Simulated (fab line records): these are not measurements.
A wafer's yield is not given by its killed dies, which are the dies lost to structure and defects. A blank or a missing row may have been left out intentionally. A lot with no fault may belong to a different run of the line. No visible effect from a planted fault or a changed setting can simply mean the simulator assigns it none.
Struck lot and sound lot, side by side + flow sky130 + 15 steps out of a route of 708
Sound: these wafers, L321.1, L321.2, L321.4. Struck: wafers L331.2, L331.3, L331.6. The cause comes at the end.
Order at every step that has rows: each side's tool, ch and its chambers, its first start. Under that, the readings that differ: sound wafers + struck wafers + difference of the means + sigmas: that difference in standard deviations of wafers without a fault.
alike: readings whose means differ by less than 2 such deviations, and words and numbers that are the same on both sides. not compared: withheld readings, readings that some wafer has no value for, bounds like >300 that may hide the same value, and numbers for which the record gives no deviation and whose values overlap.
The two part at a step that has a row with sigmas, a row that says differs or no value, or rows on one side only. Numbers that have no deviation but don't overlap get no sigmas and don't part them. A reading missing from all wafers of one side parts the sides only when that side holds two or more wafers.

SKY_METAL1_SPUTTER_02: material AlCu, target thk 250 nm, time 13.3 s.
  struck on pvdSputter-04, day 35 19:16; sound on pvdSputter-03, day 31 22:07
  alike: throttleValvePct
SKY_METAL1_SPUTTER_03: material Ti, target thk 5 nm, time 3.3 s.
  struck on pvdSputter-04, day 35 19:17; sound on pvdSputter-03, day 31 22:08
  alike: throttleValvePct
SKY_METAL1_SPUTTER_04: material TiN, target thk 70 nm, time 58.3 s.
  struck on pvdSputter-04, day 35 19:19; sound on pvdSputter-03, day 31 22:09
  alike: throttleValvePct
SKY_METAL1_RS_MEAS_05: uses a four-point probe to measure.
  struck on filmMetro-02, day 35 19:22; sound on filmMetro-04, day 31 22:12
  alike: METAL1_ALCU_RS
SKY_METAL1_THK_MEAS_06: measures by xrf.
  struck on filmMetro-02, day 35 19:29; sound on filmMetro-04, day 31 22:19
  alike: METAL1_ALCU_THK
then, 7 steps without rows for these wafers: SKY_METAL1_DEHYDRATE_07 (time 60 s); SKY_METAL1_HMDS_08 (prime time 60 s); SKY_METAL1_COAT_09 (resist thk 60 nm); SKY_METAL1_COAT_10 (resist thk 450 nm); SKY_METAL1_SOFTBAKE_11 (time 90 s); SKY_METAL1_EXPOSE_12 (exposes mask MM1, target cd 140 nm); SKY_METAL1_PEB_13.
SKY_METAL1_DEVELOP_14: develop time 60 s.
  sound on lithoTrack-02 ch 0, day 33 01:00; struck on lithoTrack-04 ch 0, day 36 21:00
| reading            | sound             | struck            | difference | sigmas |
|--------------------|-------------------|-------------------|------------|--------|
| developerTempC (C) | 20.96 21.11 20.95 | 20.14 20.09 20.33 | -0.82      | -7     |
SKY_METAL1_CD_MEAS_15: target cd 140 nm.
  struck on cdSem-01, day 36 21:46; sound on cdSem-01, day 33 01:16
  alike: cdNm
-- the record jumps here: 12 days lie between the struck wafers' starts before and after (it left off in module METAL1 and takes up again in module PAD_OPEN, whose first step shown is number 708 of the route) --
SKY_PAD_OPEN_PROBE_99:
  struck on prober-01, day 48 11:49; sound on prober-01, day 45 16:59
| reading                 | sound         | struck       | difference | sigmas |
|-------------------------|---------------|--------------|------------|--------|
| sort_bin_5_function (%) | 9.8 15.9 10.6 | 7.5 6.7 10.2 | -4.0       | -2     |
  alike: defectLimitedYield, killed_at_M0_to_M3, killed_at_M4_up, killedAtContacts, killedAtFrontEnd, killedAtOther, killedDies, killedOpen, killedShort, sort_bin_3_pad_short, sort_bin_6_memory, sortNPass, sortYieldPct

## WHERE THEY PART
Last at SKY_PAD_OPEN_PROBE_99 as far as this record goes, first at SKY_METAL1_DEVELOP_14.

WHY: the cause the simulator had injected
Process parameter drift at SKY_METAL1_DEVELOP_14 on lithoTrack-04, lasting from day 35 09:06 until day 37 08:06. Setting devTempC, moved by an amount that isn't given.
